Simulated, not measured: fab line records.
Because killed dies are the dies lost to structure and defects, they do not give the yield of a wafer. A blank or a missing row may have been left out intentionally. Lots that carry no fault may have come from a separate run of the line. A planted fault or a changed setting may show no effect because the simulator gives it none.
Split-lot study	flow gf180mcu	23 wafers read from 5 lots, route of 602 steps

ABOUT THE SPLIT
At GF_VT_IMPLANT_COAT_35 (resist thk 1000 nm), the setting resist thk nm was moved away from the recipe's 1000 nm on 11 of the 23 wafers read, by -5.7% to +4.9%. For the rest of the wafers, this setting stayed at what the recipe calls for.

Reading taken at the split's own step.

THE READING
NOVOLAK_of_VT_IMPLANT_COAT_35.thk nm (the simulator's own value, which no gauge read), in nm, at GF_VT_IMPLANT_COAT_35 (resist thk 1000 nm). There is no usual value for it anywhere in the file. Here, 12 wafers ran the recipe; their average is 1000.1 nm with a standard deviation of 3 nm.

wafer	tool, chamber at the split	resist thk nm as run, nm	against the recipe	NOVOLAK_of_VT_IMPLANT_COAT_35.thk nm, nm	against lot-mates on the recipe
L076.3	litho track-03, 0	1000	recipe	996.8	-
L076.4	litho track-03, 0	1000	recipe	997.3	-
L076.5	litho track-03, 0	1000	recipe	997.6	-
L078.1	litho track-02, 0	1049	+4.9%	1052	+49.0
L078.6	litho track-02, 0	1049	+4.9%	1052	+49.0
L078.2	litho track-02, 0	1000	recipe	1003	-
L078.5	litho track-02, 0	1000	recipe	1003	-
L078.4	litho track-02, 0	1049	+4.9%	1053	+50.0
L079.1	litho track-02, 0	1000	recipe	1001	-
L079.2	litho track-02, 0	957.3	-4.3%	958	-44.0
L079.3	litho track-02, 0	957.3	-4.3%	960	-42.0
L079.5	litho track-02, 0	957.3	-4.3%	958.7	-43.3
L079.6	litho track-02, 0	1000	recipe	1003	-
L082.1	litho track-03, 0	1000	recipe	1004	-
L082.2	litho track-03, 0	943	-5.7%	942.9	-60.6
L082.3	litho track-03, 0	943	-5.7%	947.2	-56.3
L082.5	litho track-03, 0	943	-5.7%	945.2	-58.3
L082.6	litho track-03, 0	1000	recipe	1003	-
L083.1	litho track-03, 0	1000	recipe	998.2	-
L083.2	litho track-03, 0	981.5	-1.8%	980.7	-16.7
L083.3	litho track-03, 0	1000	recipe	998.8	-
L083.4	litho track-03, 0	981.5	-1.8%	979.7	-17.7
L083.5	litho track-03, 0	1000	recipe	995.1	-

THE FIT
A straight line over all 23 wafers: NOVOLAK_of_VT_IMPLANT_COAT_35.thk nm changes by +10.1 nm for each +1% of resist thk nm; r = +1.00; the points scatter about the line by 2.7 nm.
The same after taking each lot's own level away (the mean of its wafers on the recipe; 23 wafers): +10.1 nm for each +1%; r = +1.00; scatter 1.2 nm.
According to that fit, moving resist thk nm by its largest amount changes the reading by 58 nm.
From 997.23 to 1003.50 nm: that is the span of the lots' own levels, equal to 2.1 times the standard deviation above.
Consequently the slope shifts little with the lot-to-lot level, the two slopes agreeing.
Check: -57.2 nm against its lot-mates is what the line predicts for one of the wafers moved furthest among these (-5.7%) when that wafer is left out of the fit. It came out at -60.6 nm against them.

THESE WAFERS: OTHER SPLITS
These wafers also went through other splits before the reading. Each is held against what the fit with the lots' levels taken away leaves over:
other split on the same wafers	wafers away from the commonest value	r with NOVOLAK_of_VT_IMPLANT_COAT_35.thk nm (lot level and that fit taken away)
GF_STI_CVD_03 temp c	15	+0.12
GF_STI_ETCH_14 icp w	10	+0.10
GF_STI_WET_ETCH_28 temp c	15	+0.09
GF_LVPWELL_IMPLANT_09 energy kev	11	+0.01
GF_MVSD_IMPLANT_08 energy kev	10	-0.33
GF_VT_IMPLANT_IMPLANT_08 dose cm2	11	+0.12
GF_VT_IMPLANT_IMPLANT_19 energy kev	10	+0.04

THE WHOLE CHAIN: every reading that the file lists as answering this split, in the file's order
step	what it does	reading	change (the file's fit)	r (the file's)
GF_VT_IMPLANT_COAT_35	resist thk 1000 nm	NOVOLAK_of_VT_IMPLANT_COAT_35.thk nm (the simulator's own value, which no gauge read)	+10.1 nm for each +1% of the setting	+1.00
GF_VT_IMPLANT_STRIP_42	strips in O2/N2	strip time to endpoint s	withheld for each +1% of the setting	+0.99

THE FILE'S OWN FIT
NOVOLAK_of_VT_IMPLANT_COAT_35.thk nm changes by +10.1 nm for each +1% of resist thk nm, r = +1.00.
